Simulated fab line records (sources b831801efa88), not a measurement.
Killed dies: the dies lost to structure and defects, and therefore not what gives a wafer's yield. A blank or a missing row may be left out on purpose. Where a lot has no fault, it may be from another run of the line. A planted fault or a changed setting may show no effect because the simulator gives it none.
Commonality check across tools | flow gf180mcu | 11 lots, 39 wafers sampled

== REASON IT WAS OPENED ==
At GF_V3_THK_MEAS_03 the reading V3_CVD_02_THK is flagged on 2 of 11 lots. Wafers without a fault read 851 nm, standard deviation 13.
Rule: a lot gets a flag if all its wafers with a number sit over 4 standard deviations from that mean, or if no wafer of it has a number. As for the other lots, they are considered sound.

lot  | measured     | on            | V3_CVD_02_THK (nm), wafer by wafer | flag
L825 | day 21 13:22 | film-metro-03 | 857 855 869                        |
L829 | day 23 01:07 | film-metro-02 | 846 858 850                        |
L830 | day 23 12:21 | film-metro-03 | 847 857 863                        |
L832 | day 24 05:31 | film-metro-02 | 855 840 871                        |
L836 | day 25 13:34 | film-metro-04 | 865 863 860                        |
L837 | day 25 23:43 | film-metro-03 | 856 843 851                        |
L838 | day 26 08:21 | film-metro-03 | 830 840 844                        |
L844 | day 28 00:16 | film-metro-03 | 732 721 742 731 721 741            | FLAGGED
L846 | day 28 13:55 | film-metro-04 | 714 719 736 714 720 735            | FLAGGED
L847 | day 28 18:10 | film-metro-04 | 849 843 843                        |
L848 | day 29 08:33 | film-metro-02 | 854 868 858                        |
Average over the flagged lots: 727 nm; offset from the usual -124 nm, equal to -10 standard deviations.

== TOOL THAT RAN EACH LOT ==
Before the reading, the record contains 3 process steps out of a 602-step route. Every cell lists first the tool, next ch and the chambers used by the sampled wafers, and last the start.
lot  | flag    | GF_V2_ETCH_17                                 | GF_M3_METAL_ETCH_16               | GF_V3_CVD_02
L825 |         | rie-diel-02 ch 0,1,3, day 21 12:31 or earlier | rie-metal-01 ch 0,1, day 21 12:31 | pecvd-03 ch 0,2, day 21 13:18
L829 |         | rie-diel-04 ch 0,2, day 23 00:08 or earlier   | rie-metal-03 ch 0, day 23 00:08   | pecvd-01 ch 1,2, day 23 01:03
L830 |         | rie-diel-02 ch 1,2, day 23 11:29 or earlier   | rie-metal-04 ch 0,1, day 23 11:29 | pecvd-04 ch 0,2, day 23 12:17
L832 |         | rie-diel-04 ch 0,2,3, day 24 04:39 or earlier | rie-metal-04 ch 0,1, day 24 04:39 | pecvd-04 ch 0,2, day 24 05:27
L836 |         | rie-diel-02 ch 0,1, day 25 12:42 or earlier   | rie-metal-04 ch 1, day 25 12:42   | pecvd-03 ch 0,1,2, day 25 13:29
L837 |         | rie-diel-03 ch 0,3, day 25 22:51 or earlier   | rie-metal-03 ch 0,1, day 25 22:51 | pecvd-04 ch 0,1, day 25 23:38
L838 |         | rie-diel-02 ch 0,1, day 26 07:29 or earlier   | rie-metal-04 ch 0,1, day 26 07:29 | pecvd-01 ch 0,1,2, day 26 08:17
L844 | FLAGGED | rie-diel-04 ch 0,1,2, day 27 23:23 or earlier | rie-metal-01 ch 0,1, day 27 23:23 | pecvd-03 ch 1,2, day 28 00:11
L846 | FLAGGED | rie-diel-04 ch 1,2,3, day 28 12:58 or earlier | rie-metal-03 ch 0,1, day 28 12:58 | pecvd-03 ch 1,2, day 28 13:51
L847 |         | rie-diel-02 ch 0,1,2, day 28 17:10 or earlier | rie-metal-01 ch 0, day 28 17:10   | pecvd-04 ch 0,1,2, day 28 18:05
L848 |         | rie-diel-04 ch 0,1,3, day 29 07:32 or earlier | rie-metal-03 ch 0, day 29 07:32   | pecvd-04 ch 0,2, day 29 08:29
What these steps do:
- GF_V2_ETCH_17: etches SiO2 in C4F8/O2/Ar, stops on TiN, target depth 630 nm.
- GF_M3_METAL_ETCH_16: etches the open film in Cl2/BCl3, stops on SiO2, target depth 750.8 nm, time 125.1 s.
- GF_V3_CVD_02: deposits SiO2 from TEOS, target thk 850 nm, time 94.851 s.
- GF_V3_THK_MEAS_03

== FLAGGED OVER TOTAL, TOOL BY TOOL (the gauges that took the reading come last) ==
step                | tool          | lots run | flagged | share of the flagged lots | sound lots run after its first flagged lot
GF_V2_ETCH_17       | rie-diel-02   | 5        | 0       | none                      | -
GF_V2_ETCH_17       | rie-diel-03   | 1        | 0       | none                      | -
GF_V2_ETCH_17       | rie-diel-04   | 5        | 2       | all                       | 1 (L848)
GF_M3_METAL_ETCH_16 | rie-metal-01  | 3        | 1       | some                      | 1 (L847)
GF_M3_METAL_ETCH_16 | rie-metal-03  | 4        | 1       | some                      | 1 (L848)
GF_M3_METAL_ETCH_16 | rie-metal-04  | 4        | 0       | none                      | -
GF_V3_CVD_02        | pecvd-01      | 2        | 0       | none                      | -
GF_V3_CVD_02        | pecvd-03      | 4        | 2       | all                       | 0
GF_V3_CVD_02        | pecvd-04      | 5        | 0       | none                      | -
GF_V3_THK_MEAS_03   | film-metro-02 | 3        | 0       | none                      | -
GF_V3_THK_MEAS_03   | film-metro-03 | 5        | 1       | some                      | 0
GF_V3_THK_MEAS_03   | film-metro-04 | 3        | 1       | some                      | 1 (L847)
With no start given for some of its lots, GF_V2_ETCH_17 uses the hours and lot order of GF_M3_METAL_ETCH_16.

== WHAT THE TABLE ALLOWS ==
In 2 table rows, all flagged lots were run: rie-diel-04 (GF_V2_ETCH_17), pecvd-03 (GF_V3_CVD_02).
- rie-diel-04 at GF_V2_ETCH_17: 2 of its 5 lots flagged. Lots that were sound ran on it after the first flagged one (L848); a persistent fault on the entire tool would not allow that.
- pecvd-03 at GF_V3_CVD_02: 2 of its 4 lots flagged. A fault beginning between L836 (day 25 13:29), its last sound lot, and L844 (day 28 00:11), its first flagged one, fits the data. Its own readings lie more than 4 standard deviations out on every wafer of the flagged lots: run-length-s.
One tool is left: pecvd-03 at GF_V3_CVD_02.

== WHAT THE SIMULATOR PUT IN ==
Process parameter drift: pecvd-03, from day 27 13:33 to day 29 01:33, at GF_V3_CVD_02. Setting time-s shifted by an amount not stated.
Shown lots that were struck: L844, L846. The rule above reached the same finding.
